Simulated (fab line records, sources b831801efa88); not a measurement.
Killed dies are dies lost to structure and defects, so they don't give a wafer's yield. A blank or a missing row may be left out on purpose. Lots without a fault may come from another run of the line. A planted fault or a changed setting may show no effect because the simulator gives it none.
Which tool did it? | flow sfq_line | 14 lots, 41 wafers sampled, at 5 steps of a route of 325

WHAT THE GAUGES READ, wafer by wafer
SFQ_I1_OVL_MEAS_913. Usual: I1_OVL 2 nm, standard deviation 5.5.
lot  | measured     | on         | I1_OVL (nm) | flag
L820 | day 23 11:31 | overlay-02 | 9 9 1       |
L824 | day 25 23:31 | overlay-02 | 6 7 3       |
L826 | day 26 01:55 | overlay-02 | 3 13 7      |
L827 | day 26 04:00 | overlay-01 | 6 1 1       |
L828 | day 26 14:20 | overlay-02 | -5 4 -4     |
L830 | day 27 16:08 | overlay-02 | 12 15 10    |
L831 | day 28 13:44 | overlay-02 | 7 3 8       |
L832 | day 28 21:37 | overlay-02 | -2 2 -1     |
L833 | day 29 00:01 | overlay-02 | 0 5 4       |
L835 | day 29 02:25 | overlay-02 | -5 -6 -15   |
L838 | day 29 09:05 | overlay-01 | -5 -6       |
L841 | day 29 13:51 | overlay-01 | 5 1 9       |
L842 | day 36 00:47 | overlay-02 | 0 -1 -4     |
L843 | day 36 07:58 | overlay-01 | -8 -7 0     |

SFQ_I7_OVL_MEAS_947. Usual: I7_OVL -1 nm, standard deviation 5.1.
lot  | measured     | on         | I7_OVL (nm) | flag
L820 | day 75 11:10 | overlay-02 | -1 4 -3     |
L824 | day 77 07:55 | overlay-01 | 8 4 4       |
L826 | day 77 19:19 | overlay-02 | 5 -8 -5     |
L827 | day 77 22:54 | overlay-02 | -5 -2 -3    |
L828 | day 78 21:55 | overlay-01 | -1 -1 2     |
L830 | day 79 02:44 | overlay-01 | -1 3 1      |
L831 | day 79 04:17 | overlay-01 | -6 -3 -10   |
L832 | day 79 11:29 | overlay-01 | -10 -4 -8   |
L833 | day 79 13:52 | overlay-02 | -5 -14 -9   |
L835 | day 84 08:12 | overlay-02 | -2 3 -7     |
L838 | day 84 20:13 | overlay-01 | - -         | OFF
L841 | day 85 04:43 | overlay-02 | - - -       | OFF
L842 | day 85 20:20 | overlay-02 | 1 7 3       |
L843 | day 85 23:31 | overlay-01 | 5 2 5       |

WHICH TOOL RAN EACH LOT (tool, then ch and the chambers of the sampled wafers, then the start)
lot  | SFQ_TRILAYER_I1_CMP_CMP_046   | SFQ_TRILAYER_M2_BARC_OPEN_METAL_ETCH_077 | SFQ_TRILAYER_I7_VIA_LITHO_PEB_190
L820 | cmp-01 ch 0,3, day 22 05:10   | rie_metal-01 ch 0,1, day 29 23:29        | litho_track-01 ch 0, day 75 10:52
L824 | cmp-02 ch 0,1,2, day 24 16:26 | rie_metal-02 ch 0,1, day 32 14:57        | litho_track-04 ch 0, day 77 07:37
L826 | cmp-01 ch 0,1,3, day 25 09:57 | rie_metal-04 ch 0, day 32 17:21          | litho_track-03 ch 0, day 77 19:02
L827 | cmp-01 ch 1,2,3, day 25 21:26 | rie_metal-02 ch 0,1, day 32 18:33        | litho_track-01 ch 0, day 77 22:36
L828 | cmp-02 ch 1,2,3, day 26 07:46 | rie_metal-04 ch 0,1, day 33 07:53        | litho_track-01 ch 0, day 78 21:37
L830 | cmp-02 ch 2,3, day 27 09:34   | rie_metal-04 ch 0,1, day 34 10:18        | litho_track-01 ch 0, day 79 02:28
L831 | cmp-01 ch 0,3, day 28 07:40   | rie_metal-01 ch 0,1, day 35 04:18        | litho_track-03 ch 0, day 79 04:01
L832 | cmp-01 ch 0,1,2, day 28 13:10 | rie_metal-02 ch 0,1, day 35 11:29        | litho_track-03 ch 0, day 79 11:11
L833 | cmp-02 ch 0,2, day 28 15:28   | rie_metal-02 ch 0,1, day 35 13:53        | litho_track-03 ch 0, day 79 13:34
L835 | cmp-02 ch 0,1,2, day 28 17:58 | rie_metal-01 ch 0, day 35 16:17          | litho_track-03 ch 0, day 84 07:54
L838 | cmp-01 ch 1,2, day 29 03:53   | rie_metal-04 ch 0,1, day 35 22:26        | litho_track-03 ch 0, day 84 20:00
L841 | cmp-02 ch 0,1,2, day 29 06:06 | rie_metal-04 ch 0,1, day 36 04:24        | litho_track-03 ch 0, day 85 04:25
L842 | cmp-01 ch 2,3, day 29 08:23   | rie_metal-04 ch 0,1, day 42 14:47        | litho_track-04 ch 0, day 85 20:06
L843 | cmp-02 ch 0,1,2, day 29 13:06 | rie_metal-01 ch 0,1, day 42 23:18        | litho_track-04 ch 0, day 85 23:13
- SFQ_TRILAYER_I1_CMP_CMP_046: polishes SiO2.
- SFQ_TRILAYER_M2_BARC_OPEN_METAL_ETCH_077: etches BARC in O2, target depth 125 nm, time 43.11 s.
- SFQ_TRILAYER_I7_VIA_LITHO_PEB_190: peb time 60 s.

WHAT THE TOOLS THEMSELVES READ (means of the sampled wafers that have a number; where no wafer has one, the mark that the record gives instead)
SFQ_TRILAYER_I1_CMP_CMP_046. Usual: motor_current_A 10.1 A, standard deviation 0.7; time_to_endpoint_s 212 s, standard deviation 8.1.
lot  | tool   | motor_current_A (A) | time_to_endpoint_s (s) | flag
L820 | cmp-01 | 10.6                | 211                    |
L824 | cmp-02 | 9.1                 | 215                    |
L826 | cmp-01 | 10.3                | 209                    |
L827 | cmp-01 | 10.2                | 205                    |
L828 | cmp-02 | 9.6                 | 202                    |
L830 | cmp-02 | 10.0                | 218                    |
L831 | cmp-01 | 10.6                | 206                    |
L832 | cmp-01 | 10.5                | 206                    |
L833 | cmp-02 | 9.8                 | 221                    |
L835 | cmp-02 | 9.5                 | 223                    |
L838 | cmp-01 | 10.3                | 214                    |
L841 | cmp-02 | 9.4                 | 219                    |
L842 | cmp-01 | 10.2                | 219                    |
L843 | cmp-02 | 9.5                 | 216                    |

SFQ_TRILAYER_M2_BARC_OPEN_METAL_ETCH_077. Usual: drypump_motor_current_A 5.9 A, standard deviation 0.43; he_backside_leak_sccm 3.4 sccm, standard deviation 0.48; oes_product_au 0.680 a.u., standard deviation 0.0046.
lot  | tool         | drypump_motor_current_A (A) | he_backside_leak_sccm (sccm) | oes_product_au (a.u.) | flag
L820 | rie_metal-01 | 6.1                         | 3.7                          | 0.681                 |
L824 | rie_metal-02 | 6.3                         | 3.3                          | 0.681                 |
L826 | rie_metal-04 | 5.8                         | 3.1                          | 0.680                 |
L827 | rie_metal-02 | 5.8                         | 3.3                          | 0.679                 |
L828 | rie_metal-04 | 5.6                         | 3.4                          | 0.677                 |
L830 | rie_metal-04 | 5.6                         | 3.4                          | 0.682                 |
L831 | rie_metal-01 | 6.0                         | 3.4                          | 0.678                 |
L832 | rie_metal-02 | 5.9                         | 3.2                          | 0.681                 |
L833 | rie_metal-02 | 5.8                         | 3.3                          | 0.679                 |
L835 | rie_metal-01 | 5.9                         | 3.3                          | 0.680                 |
L838 | rie_metal-04 | 5.7                         | 3.4                          | 0.680                 |
L841 | rie_metal-04 | 5.6                         | 3.4                          | 0.681                 |
L842 | rie_metal-04 | 5.7                         | 3.3                          | 0.678                 |
L843 | rie_metal-01 | 6.0                         | 3.2                          | 0.681                 |

SFQ_TRILAYER_I7_VIA_LITHO_PEB_190. Usual: exhaust_pa 45.0 Pa, standard deviation 0.97; heater_power_total_W 79.15 W, standard deviation 0.067.
lot  | tool           | exhaust_pa (Pa) | heater_power_total_W (W) | flag
L820 | litho_track-01 | 44.7            | 79.20                    |
L824 | litho_track-04 | 44.6            | 79.14                    |
L826 | litho_track-03 | 45.5            | 79.17                    |
L827 | litho_track-01 | 44.9            | 79.16                    |
L828 | litho_track-01 | 44.2            | 79.21                    |
L830 | litho_track-01 | 45.4            | 79.14                    |
L831 | litho_track-03 | 44.8            | 79.20                    |
L832 | litho_track-03 | 44.1            | 79.18                    |
L833 | litho_track-03 | 44.7            | 79.10                    |
L835 | litho_track-03 | 45.6            | 79.11                    |
L838 | litho_track-03 | 45.2            | 112.91                   | OFF
L841 | litho_track-03 | 46.1            | 112.97                   | OFF
L842 | litho_track-04 | 44.4            | 79.22                    |
L843 | litho_track-04 | 45.3            | 79.14                    |

THE ANSWER, worked out from the rows above alone
Rule: a lot is off if the mean of its wafers that have a number lies more than 3 standard deviations from the usual mean. A lot without any number at a reading at which 4 lots or more have one is off too. The other lots that the step has rows for count as sound. The gauges are gone through in route order, then the tools' own readings, and for those a lot's mean is taken as printed above. The first step at which some lot is off is used, and at that step the reading that is off furthest; a lot without a number counts as furthest.
Off: L838, L841, at SFQ_I7_OVL_MEAS_947 (I7_OVL). Without a number there: L838, L841.
A tool fits if, at a process step before that reading, it ran every lot that is off, and no sound lot after the first of them. The gauges at SFQ_I7_OVL_MEAS_947 aren't tried: what is off there is off at SFQ_TRILAYER_I7_VIA_LITHO_PEB_190 too, on other tools, and a gauge's error can't cause that. One fits: litho_track-03 at SFQ_TRILAYER_I7_VIA_LITHO_PEB_190. Its last sound lot is L835 (day 84 07:54), its first lot that is off L838 (day 84 20:00): a fault that began between those two fits.
The tool's own readings at SFQ_TRILAYER_I7_VIA_LITHO_PEB_190 bear it out: on the lots that are off they differ by more than 5 times the standard deviation of the sound lots' means. heater_power_total_W reads 112.94 W there against 79.16 W on the sound lots.

WHAT THE SIMULATOR HAD PUT IN
Process parameter drift: litho_track-03, from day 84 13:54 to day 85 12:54, at SFQ_TRILAYER_I7_VIA_LITHO_PEB_190. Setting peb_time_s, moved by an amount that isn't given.
Lots struck among those shown: L838, L841. The rule above found the same.
